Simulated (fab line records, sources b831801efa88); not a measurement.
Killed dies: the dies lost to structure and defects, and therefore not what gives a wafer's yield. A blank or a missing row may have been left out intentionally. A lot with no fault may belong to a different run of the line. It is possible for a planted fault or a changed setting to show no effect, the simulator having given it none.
What tool caused it? ; flow sfq_line ; 15 lots with 45 wafers sampled at 2 steps, on a route of 325 steps

== WHAT THE GAUGES SHOWED, per wafer ==
SFQ_M0_RS_MEAS_904: measures by four-point-probe. Usual: M0_NB_RS typically reads 0.885 ohm/sq, with standard deviation 0.0092.
lot;measured;on;M0_NB_RS (ohm/sq);flag
L643;day 7 18:14;film_metro-04;0.889 0.881 0.887;
L644;day 8 02:35;film_metro-01;0.895 0.891 0.880;
L645;day 8 13:23;film_metro-01;0.875 0.883 0.880;
L647;day 9 07:45;film_metro-01;0.889 0.899 0.891;
L648;day 9 16:10;film_metro-03;0.883 0.892 0.886;
L649;day 10 01:46;film_metro-03;0.893 0.887 0.894;
L650;day 10 11:23;film_metro-03;0.885 0.885 0.875;
L657;day 12 05:23;film_metro-03;0.547 0.544 0.882;OFF
L658;day 12 13:48;film_metro-04;0.544 0.874 0.887;OFF
L659;day 12 19:04;film_metro-04;0.544 0.540 0.874;OFF
L660;day 12 20:15;film_metro-03;0.882 0.885 0.891;
L661;day 13 06:09;film_metro-04;0.889 0.892 0.887;
L662;day 13 16:40;film_metro-04;0.899 0.896 0.896;
L664;day 15 01:35;film_metro-03;0.892 0.897 0.882;
L666;day 15 16:00;film_metro-01;0.862 0.870 0.875;

== TOOL THAT RAN EACH LOT (tool first, then ch and the chambers of the sampled wafers, then the start) ==
lot;SFQ_TRILAYER_M0_DEP_SPUTTER_019
L643;pvd_sputter-05, day 7 18:07
L644;pvd_sputter-04, day 8 02:30
L645;pvd_sputter-03, day 8 13:17
L647;pvd_sputter-04, day 9 07:40
L648;pvd_sputter-05, day 9 16:04
L649;pvd_sputter-04, day 10 01:40
L650;pvd_sputter-03, day 10 11:17
L657;pvd_sputter-03, day 12 05:16
L658;pvd_sputter-03, day 12 13:40
L659;pvd_sputter-03, day 12 18:58
L660;pvd_sputter-05, day 12 20:10
L661;pvd_sputter-05, day 13 06:04
L662;pvd_sputter-05, day 13 16:34
L664;pvd_sputter-05, day 15 01:28
L666;pvd_sputter-04, day 15 15:52
- SFQ_TRILAYER_M0_DEP_SPUTTER_019: material Nb, target thk 200 nm, time 133.3 s.

== AS READ BY THE TOOLS THEMSELVES (means over the sampled wafers that have a number; for cases with no such wafer, the mark the record gives instead) ==
SFQ_TRILAYER_M0_DEP_SPUTTER_019. Usual: resputter_cathode_voltage_v 400 V, standard deviation 4.1; throttle_valve_pct 29.9 %, standard deviation 0.92.
lot;tool;resputter_cathode_voltage_v (V);throttle_valve_pct (%);flag
L643;pvd_sputter-05;396;29.1;
L644;pvd_sputter-04;401;30.7;
L645;pvd_sputter-03;400;29.6;
L647;pvd_sputter-04;403;30.2;
L648;pvd_sputter-05;400;29.2;
L649;pvd_sputter-04;398;31.3;
L650;pvd_sputter-03;402;29.8;
L657;pvd_sputter-03;400;30.1;
L658;pvd_sputter-03;405;29.7;
L659;pvd_sputter-03;398;30.2;
L660;pvd_sputter-05;399;29.4;
L661;pvd_sputter-05;397;29.3;
L662;pvd_sputter-05;401;29.0;
L664;pvd_sputter-05;398;29.2;
L666;pvd_sputter-04;398;31.2;

== THE ANSWER, worked out from the rows above alone ==
Rule: a lot is off if the mean of its wafers that have a number lies more than 3 standard deviations from the usual mean. Also off: a lot with no number at a reading for which 4 or more lots have one. The other lots that the step has rows for count as sound. After the gauges, taken in route order, come the tools' own readings; for these a lot's mean is taken, as printed above. The first step at which some lot is off is used, and at that step the reading that is off furthest; a lot without a number counts as furthest.
Off: L657, L658, L659, at SFQ_M0_RS_MEAS_904 (M0_NB_RS).
A tool fits if, at a process step before that reading, it ran every lot that is off, and no sound lot after the first of them. The gauges at SFQ_M0_RS_MEAS_904 are tried like those tools. One fits: SFQ_TRILAYER_M0_DEP_SPUTTER_019 on pvd_sputter-03. Its last sound lot is L650 (day 10 11:17), its first lot that is off L657 (day 12 05:16): a fault that began between those two fits.

== WHAT THE SIMULATOR HAD INSERTED ==
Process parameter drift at SFQ_TRILAYER_M0_DEP_SPUTTER_019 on pvd_sputter-03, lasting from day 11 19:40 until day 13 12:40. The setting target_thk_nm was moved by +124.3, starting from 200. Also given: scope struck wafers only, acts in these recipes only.
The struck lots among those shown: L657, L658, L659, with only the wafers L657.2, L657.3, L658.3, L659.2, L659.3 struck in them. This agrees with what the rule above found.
